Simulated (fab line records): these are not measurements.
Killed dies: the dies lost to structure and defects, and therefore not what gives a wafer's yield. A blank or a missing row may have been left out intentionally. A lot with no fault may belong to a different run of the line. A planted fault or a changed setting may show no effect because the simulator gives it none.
Code-filled problem report in 8D (eight disciplines) form || flow gf180mcu || the parts of the form that need people (team, actions taken, sign-off) are left out

1. THE PROBLEM
At GF_CONTACT_PEB_12, heater-power-total-W averages 88.61 W over 3 wafers from 2 lots, while fault-free wafers read 85.70 W, standard deviation 0.089. That puts it +33 standard deviations away from the usual mean.
The step: peb time 90 s.
First observed at day 21 02:22: wafer L735.2, on litho-track-01. The record has a number at this step for 18 wafers belonging to 6 lots. The rule behind "out" and "out of limits": a value lying over 4 standard deviations away from the usual mean. The rest of the wafers with a number are treated as sound.

2. WHAT IT IS, WHAT IT ISN'T
{"question": "which readings at this step", "is": "heater-power-total-W", "is not": "chill-plate-temp-C"}
{"question": "which lots", "is": "L735, L736", "is not": "L727, L728, L743, L745"}
{"question": "which wafers of those lots", "is": "L735.2, L736.2, L736.4", "is not": "L735.5, L735.6, L736.3"}
{"question": "read on which tools", "is": "litho-track-01", "is not": "litho-track-02, litho-track-04"}
{"question": "when", "is": "from day 21 02:22", "is not": "up to then (8 sound wafers); but 7 sound wafers of L736, L743, L745 came after"}

3. THE SUSPECTS, EACH WITH WHAT RULES IT OUT
Counting: any tool at a process step up to the reading remains a suspect provided it ran every lot that is out. Sound lots after the first of them don't rule it out here, since some wafers of a struck lot are sound.
- cmp-02 at GF_CONTACT_CMP_04 (polishes SiO2): kept. It processed each lot that is out (first: L735, day 20 01:59); up to then, its last sound lot is L727 (day 16 20:50).
- litho-track-01 at GF_CONTACT_PEB_12 (peb time 90 s): kept. It processed each lot that is out (first: L735, day 21 02:22); up to then, its last sound lot is L727 (day 17 19:22). Out on those wafers are its own readings of heater-power-total-W.
After counting, cmp-02 at GF_CONTACT_CMP_04 and litho-track-01 at GF_CONTACT_PEB_12 remain.

4. THE CAUSE (what the simulator had put in)
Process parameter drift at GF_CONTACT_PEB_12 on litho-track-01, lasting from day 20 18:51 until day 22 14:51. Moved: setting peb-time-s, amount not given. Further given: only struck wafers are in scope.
Of the 2 suspects that counting leaves, this tool is one.

5. SEQUENCE OF EFFECTS, ordered by route
Rows list readings where the struck wafers' mean (over those with a number) sits beyond 3 standard deviations from the usual. Scope: only readings with a usual standard deviation given in the record; hours: median across lots of the time from each lot's start at the first step in this table that gives one to its start at this step; sigmas: change in usual standard deviations.
{"hours": 0, "step": "GF_CONTACT_PEB_12", "reading": "heater-power-total-W", "usual": "85.70 W", "on struck wafers": 88.61, "change": "+2.91", "sigmas": "+33"}
Process steps it contains:
- GF_CONTACT_PEB_12: peb time 90 s.
Later steps that measure or inspect, where all struck wafers having a row at the step show a number for every such reading and not one has moved that far: GF_CONTACT_CD_MEAS_14, GF_CONTACT_OVL_MEAS_15.

6. WHAT WOULD HAVE CAUGHT IT SOONER
8 hours passed between the start of the fault at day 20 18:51 and the first reading out of limits in this record, taken at day 21 02:22.
